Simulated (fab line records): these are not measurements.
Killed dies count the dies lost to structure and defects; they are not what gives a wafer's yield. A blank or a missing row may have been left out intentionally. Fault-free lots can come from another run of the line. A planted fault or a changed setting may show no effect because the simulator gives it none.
Comparing a struck lot with a sound one ; flow sfq_line ; 41 out of 325 route steps
Sound: these wafers, L925.1, L925.2, L925.5. The struck wafers were L936.1, L936.2, L936.4. The cause is given at the end.
Order at every step that has rows: each side's tool, ch and its chambers, its first start. Under that, the readings that differ: sound wafers ; struck wafers ; difference of the means ; sigmas: that difference in standard deviations of wafers without a fault.
alike: readings whose means differ by less than 2 such deviations, and words and numbers that are the same on both sides. not compared: withheld readings, readings that some wafer has no value for, bounds like >300 that may hide the same value, and numbers for which the record gives no deviation and whose values overlap.
Wherever a step has rows on one side only, a row that says differs or no value, or a row with sigmas, the two part there. Numbers that don't overlap but have no deviation are shown without sigmas and don't part them. A reading missing from all wafers of one side parts the sides only when that side holds two or more wafers.

SFQ_I0_OVL_MEAS_908:
  struck on overlay-01, day 23 18:35; sound on overlay-01, day 19 00:19
  alike: I0_OVL
then, 1 step without rows for these wafers: SFQ_TRILAYER_I0_VIA_BARC_OPEN_VIA_ETCH_046 (etches BARC in O2, target depth 125 nm, time 41.7 s).
SFQ_TRILAYER_I0_VIA_ETCH_VIA_ETCH_034: etches SiO2 in CHF3, stops on Nb, target depth 260 nm.
  sound on rie_diel-03 ch 0,1, day 19 00:23; struck on rie_diel-02 ch 1,2,3, day 23 18:39
reading;sound;struck;difference;sigmas
drypump_motor_current_A (A);6.3 6.5 6.3;5.2 5.3 5.7;-1.0;-2
  alike: oes_product_au
then, 4 steps without rows for these wafers: SFQ_TRILAYER_I0_VIA_STRIP_STRIP_035 (strips in O2); SFQ_TRILAYER_I0_VIA_STRIP_SOLV_CLEAN_036 (cleans in NMP, time 600 s); SFQ_TRILAYER_M1_DEP_PRE_CLEAN_038 (time 22.5 s); SFQ_TRILAYER_M1_DEP_SPUTTER_037 (material Nb, target thk 200 nm, time 133.3 s).
SFQ_M1_RS_MEAS_909: measures by four-point-probe.
  struck on film_metro-03, day 23 19:50; sound on film_metro-03, day 19 01:24
  alike: M1_NB_RS
then, 3 steps without rows for these wafers: SFQ_TRILAYER_M1_LITHO_COAT_044 (resist thk 62 nm); SFQ_TRILAYER_M1_LITHO_COAT_039 (resist thk 600 nm); SFQ_TRILAYER_M1_LITHO_SOFTBAKE_043.
-- the record jumps here: 6 days lie between the struck wafers' starts before and after --
SFQ_TRILAYER_M1_LITHO_EXPOSE_040: exposes mask M1, target cd 500 nm.
  sound on krf_scanner-02 ch 0, day 25 10:29; struck on krf_scanner-01 ch 0, day 29 12:16
reading;sound;struck;difference;sigmas
exposure_dose_mJ_cm2;14.422 14.400 14.390;17.634 17.617 17.631;+3.223;+99 or more
  alike: mask
then, 2 steps without rows for these wafers: SFQ_TRILAYER_M1_LITHO_PEB_042 (peb time 60 s); SFQ_TRILAYER_M1_LITHO_DEVELOP_041 (time 60 s).
SFQ_M1_OVL_MEAS_911:
  struck on overlay-01, day 29 13:46; sound on overlay-01, day 25 11:59
  alike: M1_OVL
SFQ_TRILAYER_M1_BARC_OPEN_METAL_ETCH_054: etches BARC in O2, target depth 125 nm, time 41.7 s.
  sound on rie_metal-01 ch 0,1, day 25 12:01; struck on rie_metal-04 ch 0,1, day 29 13:47
reading;sound;struck;difference;sigmas
model.M1.cd_nm (nm);500.4 500.2 501.8;467.4 468.4 467.9;-32.9;
  alike: drypump_motor_current_A, oes_product_au
  not compared: rf_hours_counter_h
SFQ_TRILAYER_M1_ETCH_METAL_ETCH_042: etches Nb in Cl2/Ar, stops on SiO2, target depth 240 nm, time 120 s.
  sound on rie_metal-01 ch 0,1, day 25 12:04; struck on rie_metal-04 ch 0,1, day 29 13:51
reading;sound;struck;difference;sigmas
model.M1.cd_nm (nm);500.6 500.1 502.8;470.2 468.8 469.7;-31.6;
  alike: drypump_motor_current_A, oes_product_au
  not compared: rf_hours_counter_h
then, 2 steps without rows for these wafers: SFQ_TRILAYER_M1_STRIP_STRIP_043 (strips in O2); SFQ_TRILAYER_M1_STRIP_SOLV_CLEAN_044 (cleans in NMP, time 600 s).
SFQ_TRILAYER_I1_DEP_PECVD_045: deposits SiO2 from SiH4/N2O, time 111.11 s, target thk 500 nm.
  sound on pecvd-03 ch 0,1, day 25 12:58; struck on pecvd-04 ch 0,1, day 29 14:46
  alike: heater_power_w, throttle_valve_pct
then, 1 step without rows for these wafers: SFQ_TRILAYER_I1_CMP_CMP_046 (polishes SiO2).
SFQ_I1_BOW_MEAS_912:
  struck on film_metro-04, day 29 22:02; sound on film_metro-02, day 25 16:34
  alike: I1_BOW
SFQ_TRILAYER_I1_METRO_MEASURE_047:
  struck on film_metro-04, day 29 22:09; sound on film_metro-02, day 25 16:41
  alike: thk_nm
then, 6 steps without rows for these wafers: SFQ_TRILAYER_I1_VIA_LITHO_COAT_054 (resist thk 62 nm); SFQ_TRILAYER_I1_VIA_LITHO_COAT_049 (resist thk 650 nm); SFQ_TRILAYER_I1_VIA_LITHO_SOFTBAKE_053; SFQ_TRILAYER_I1_VIA_LITHO_EXPOSE_050 (exposes mask I1, target cd 500 nm); SFQ_TRILAYER_I1_VIA_LITHO_PEB_052 (peb time 60 s); SFQ_TRILAYER_I1_VIA_LITHO_DEVELOP_051 (time 60 s).
-- the record jumps here: 6 days lie between the struck wafers' starts before and after --
SFQ_I1_OVL_MEAS_913:
  struck on overlay-01, day 36 00:51; sound on overlay-01, day 26 12:30
  alike: I1_OVL
then, 2 steps without rows for these wafers: SFQ_TRILAYER_I1_VIA_BARC_OPEN_VIA_ETCH_071 (etches BARC in O2, target depth 125 nm, time 41.7 s); SFQ_TRILAYER_I1_VIA_ETCH_VIA_ETCH_052 (etches SiO2 in CHF3, stops on Nb, target depth 260 nm).
SFQ_TRILAYER_I1_VIA_STRIP_STRIP_053: strips in O2.
  sound on rie_metal-04 ch 0,1, day 26 12:41; struck on rie_metal-02 ch 0,1, day 36 01:02
  alike: drypump_motor_current_A, oes_product_au
  not compared: rf_hours_counter_h
then, 2 steps without rows for these wafers: SFQ_TRILAYER_I1_VIA_STRIP_SOLV_CLEAN_054 (cleans in NMP, time 600 s); SFQ_TRILAYER_M2_DEP_PRE_CLEAN_056 (time 22.5 s).
SFQ_TRILAYER_M2_DEP_SPUTTER_055: material Nb, target thk 200 nm, time 133.3 s.
  struck on pvd_sputter-03, day 36 01:50; sound on pvd_sputter-04, day 26 13:29
  alike: base_pressure_pa, throttle_valve_pct
SFQ_M2_RS_MEAS_914: measures by four-point-probe.
  struck on film_metro-03, day 36 01:56; sound on film_metro-01, day 26 13:35
  alike: M2_NB_RS
then, 3 steps without rows for these wafers: SFQ_TRILAYER_M2_LITHO_COAT_062 (resist thk 62 nm); SFQ_TRILAYER_M2_LITHO_COAT_057 (resist thk 600 nm); SFQ_TRILAYER_M2_LITHO_SOFTBAKE_061.
-- the record jumps here: 50 days lie between the struck wafers' starts before and after --
SFQ_M8_BOW_MEAS_951:
  struck on film_metro-04, day 85 19:16; sound on film_metro-04, day 84 17:31
reading;sound;struck;difference;sigmas
model.etest.m1.ohm_um;1.766 1.779 1.761;1.912 1.879 1.886;+0.124;
  alike: M8_BOW

== WHERE THEY PART ==
Last at SFQ_TRILAYER_M1_LITHO_EXPOSE_040 as far as this record goes, first at SFQ_TRILAYER_I0_VIA_ETCH_VIA_ETCH_034. Later steps at which nothing parts them and some readings are alike: SFQ_M1_OVL_MEAS_911, SFQ_TRILAYER_M1_BARC_OPEN_METAL_ETCH_054, SFQ_TRILAYER_M1_ETCH_METAL_ETCH_042, SFQ_TRILAYER_I1_DEP_PECVD_045, SFQ_I1_BOW_MEAS_912, SFQ_TRILAYER_I1_METRO_MEASURE_047, SFQ_I1_OVL_MEAS_913, SFQ_TRILAYER_I1_VIA_STRIP_STRIP_053, SFQ_TRILAYER_M2_DEP_SPUTTER_055, SFQ_M2_RS_MEAS_914, SFQ_M8_BOW_MEAS_951.

WHY: what the simulator had put in
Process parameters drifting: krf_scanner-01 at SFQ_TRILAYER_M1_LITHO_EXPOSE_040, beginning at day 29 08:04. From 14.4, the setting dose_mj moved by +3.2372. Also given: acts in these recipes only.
